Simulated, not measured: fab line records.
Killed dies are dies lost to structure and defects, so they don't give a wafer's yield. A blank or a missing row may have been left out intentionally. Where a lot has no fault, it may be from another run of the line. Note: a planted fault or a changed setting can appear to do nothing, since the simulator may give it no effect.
Comparing a struck lot with a sound one	flow gf180mcu	20 steps out of a route of 602
Sound: these wafers, L388.1, L388.2, L388.3. Struck: wafer L397.5 (L397.2, L397.6, from the same lot, were not struck and are left out); the cause is given at the end.
Each step with rows lists, per side, the tool, then ch with its chambers, then its first start. Under that, the readings that differ: sound wafers	struck wafers	difference of the means	sigmas: that difference in standard deviations of wafers without a fault.
alike: readings with means less than 2 such deviations apart, plus words and numbers identical on both sides. not compared: withheld readings, readings lacking a value on some wafer, bounds such as >300 that could conceal the same value, and numbers that have no deviation in the record and whose values overlap.
A row with sigmas, a row that says differs or no value, or rows on one side alone: a step with any of these is where the two part. Numbers that don't overlap but have no deviation are shown without sigmas and don't part them. A reading missing from all wafers of one side parts the sides only when that side holds two or more wafers.

first, 1 step without rows for these wafers: GF_CONTACT_CMP_27 (polishes, stops on SiO2, t overpolish 15 s, target thk 0 nm).
GF_M1_SPUTTER_00: material Ti, target thk 37.5 nm, time 150 s.
  sound on pvd-sputter-04, day 16 03:27; struck on pvd-sputter-04, day 20 02:53
  alike: throttle-valve-pct
GF_M1_SPUTTER_01: material TiN, target thk 30 nm, time 25 s.
  sound on pvd-sputter-04, day 16 03:33; struck on pvd-sputter-04, day 20 02:59
  alike: throttle-valve-pct
GF_M1_SPUTTER_02: material AlCu, target thk 450 nm, time 23.9 s.
  sound on pvd-sputter-04, day 16 03:35; struck on pvd-sputter-04, day 20 03:01
  alike: throttle-valve-pct
then, 1 step without rows for these wafers: GF_M1_SPUTTER_03 (material Ti, target thk 10 nm, time 6.7 s).
GF_M1_SPUTTER_04: material TiN, target thk 50 nm, time 41.7 s.
  sound on pvd-sputter-04, day 16 03:38; struck on pvd-sputter-04, day 20 03:04
  alike: throttle-valve-pct
GF_M1_RS_MEAS_05: uses a four-point probe to measure.
  sound on film-metro-04, day 16 03:40; struck on film-metro-01, day 20 03:08
  alike: M1_ALCU_RS
GF_M1_THK_MEAS_06: measures by xrf.
  sound on film-metro-04, day 16 03:47; struck on film-metro-01, day 20 03:14
  alike: M1_ALCU_THK
then, 4 steps without rows for these wafers: GF_M1_DEHYDRATE_07 (time 60 s); GF_M1_HMDS_08 (prime time 60 s); GF_M1_COAT_09 (resist thk 1000 nm); GF_M1_SOFTBAKE_10 (time 60 s).
GF_M1_EXPOSE_11: exposes mask Metal1, target cd 230 nm.
  sound on krf-scanner-02 ch 0, day 16 14:03; struck on krf-scanner-02 ch 0, day 20 15:26
  alike: mask, stage-vel-mm-s
then, 2 steps without rows for these wafers: GF_M1_PEB_12 (peb time 90 s); GF_M1_DEVELOP_13 (develop time 60 s).
GF_M1_CD_MEAS_14: target cd 230 nm.
  sound on cd-sem-02, day 17 01:33; struck on cd-sem-02, day 21 02:34
reading	sound	struck	difference	sigmas
cd-nm (nm)	231.7 231.1 231.9	178.2	-53.4	-53
GF_M1_OVL_MEAS_15:
  sound on overlay-02, day 17 01:40; struck on overlay-01, day 21 02:40
  alike: M1_OVL
GF_M1_METAL_ETCH_16: etches the open film in Cl2/BCl3, stops on SiO2, target depth 750.8 nm, time 125.1 s.
  sound on rie-metal-04 ch 1, day 17 01:43; struck on rie-metal-01 ch 0, day 21 02:41
reading	sound	struck	difference	sigmas
drypump-motor-current-A (A)	5.2 5.2 5.2	6.3	+1.1	+3
model.M1.cd-nm (nm)	226.8 226.4 228.4	180.4	-46.8	
  alike: oes-product-au, throttle-valve-pct
  not compared: rf-hours-counter-h
GF_M1_STRIP_17: strips in O2/N2.
  sound on plasma-asher-02 ch 0,1, day 17 01:58; struck on plasma-asher-02 ch 1, day 21 02:49
  alike: drypump-motor-current-A, heater-power-w, oes-product-au, strip-time-to-endpoint-s
  not compared: rf-hours-counter-h
-- the record jumps here: 11 days lie between the struck wafers' starts before and after (it left off in module M1 and takes up again in module PASSIVATION, whose first step shown is number 602 of the route) --
GF_PASSIVATION_PROBE_99:
  record: rows for the struck wafers here (prober-02, day 32 01:45), none for the sound ones

== WHERE THEY PART ==
First at GF_M1_CD_MEAS_14; last, within this record, at GF_PASSIVATION_PROBE_99.

WHY: the cause the simulator had injected
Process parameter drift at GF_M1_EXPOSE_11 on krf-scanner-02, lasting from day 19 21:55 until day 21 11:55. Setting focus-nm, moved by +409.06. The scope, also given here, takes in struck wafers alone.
